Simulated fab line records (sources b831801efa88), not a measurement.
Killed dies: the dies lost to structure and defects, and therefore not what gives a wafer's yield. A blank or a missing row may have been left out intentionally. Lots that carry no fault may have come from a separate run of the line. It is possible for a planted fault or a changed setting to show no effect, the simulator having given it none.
Problem report, 8D (eight disciplines) form, completed by code :: flow sky130 :: the parts of the form that need people (team, actions taken, sign-off) are left out

== 1. WHAT WENT WRONG ==
Wafers without a fault read 24.98 C with a standard deviation of 0.11, while temp-c at SKY_FIELD_ISO_WET_ETCH_30 averages 39.76 C across 3 wafers of 1 lot. So: +99 or more standard deviations from the usual mean.
The step: etches SiO2 in dHF, target depth 25 nm, time 50 s.
Earliest sighting: wafer L528.2 on wet-bench-01 at day 5 04:30. At this step, 39 wafers from 13 lots have a number in the record. The rule behind "out" and "out of limits": a value lying over 4 standard deviations away from the usual mean. The other wafers with a number count as sound.

== 2. WHAT IT IS AND WHAT IT IS NOT ==
question: which readings at this step
is: temp-c, bath-heat-duty-pct
is not: -

question: which lots
is: L528
is not: L516, L517, L519, L520, L521, L522, L523, L530, L536, L537, L538, L539

question: which wafers of those lots
is: all that have a number
is not: -

question: read on which tools
is: wet-bench-01
is not: wet-bench-02, wet-bench-03

question: when
is: from day 5 04:30
is not: up to then (21 sound wafers); but 15 sound wafers of L530, L536, L537, L538, L539 came after

== 3. THE SUSPECTS, EACH WITH WHAT RULES IT OUT ==
Counting: a tool stays on the suspect list if, at a process step up to the reading, it processed all lots that are out and no sound lot following the first of them.
- wet-bench-01 at SKY_FIELD_ISO_WET_ETCH_30 (etches SiO2 in dHF, target depth 25 nm, time 50 s): kept. It ran the lot that is out, L528 (day 5 04:30), and no sound lot after that; its last sound lot up to then is L523 (day 4 01:01). On those wafers its own readings are out: bath-heat-duty-pct, temp-c.
Remaining after the count: wet-bench-01 at SKY_FIELD_ISO_WET_ETCH_30.

== 4. THE CAUSE (what the simulator had put in) ==
wet-bench-01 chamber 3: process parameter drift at SKY_FIELD_ISO_WET_ETCH_30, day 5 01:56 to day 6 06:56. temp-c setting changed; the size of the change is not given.
Counting left only this tool.

== 5. THE CHAIN OF EFFECTS, in route order ==
Each row: a reading whose mean over the struck wafers that have a number lies more than 3 standard deviations from the usual. Readings are gone through only where the record gives a usual standard deviation; hours: the median, over the lots, of the time from a lot's start at the first step in this table giving one to that lot's start at this step; sigmas: the change measured in usual standard deviations.
hours: 0
step: SKY_FIELD_ISO_WET_ETCH_30
reading: bath-heat-duty-pct
usual: 6.4 %
on struck wafers: 27.4
change: +21.0
sigmas: +31

hours: 0
step: SKY_FIELD_ISO_WET_ETCH_30
reading: temp-c
usual: 24.98 C
on struck wafers: 39.76
change: +14.78
sigmas: +99 or more
Process steps it contains:
- SKY_FIELD_ISO_WET_ETCH_30: etches SiO2 in dHF, target depth 25 nm, time 50 s.
Later measuring or inspecting steps at which every struck wafer that the step has a row for has a number for every such reading, and none has moved that far: SKY_VT_ADJUST_HVTP_TW_MEAS_11.

== 6. HOW IT WOULD HAVE BEEN CAUGHT EARLIER ==
The fault began at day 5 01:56; the first out-of-limits reading in this record came at day 5 04:30, 3 hours later.
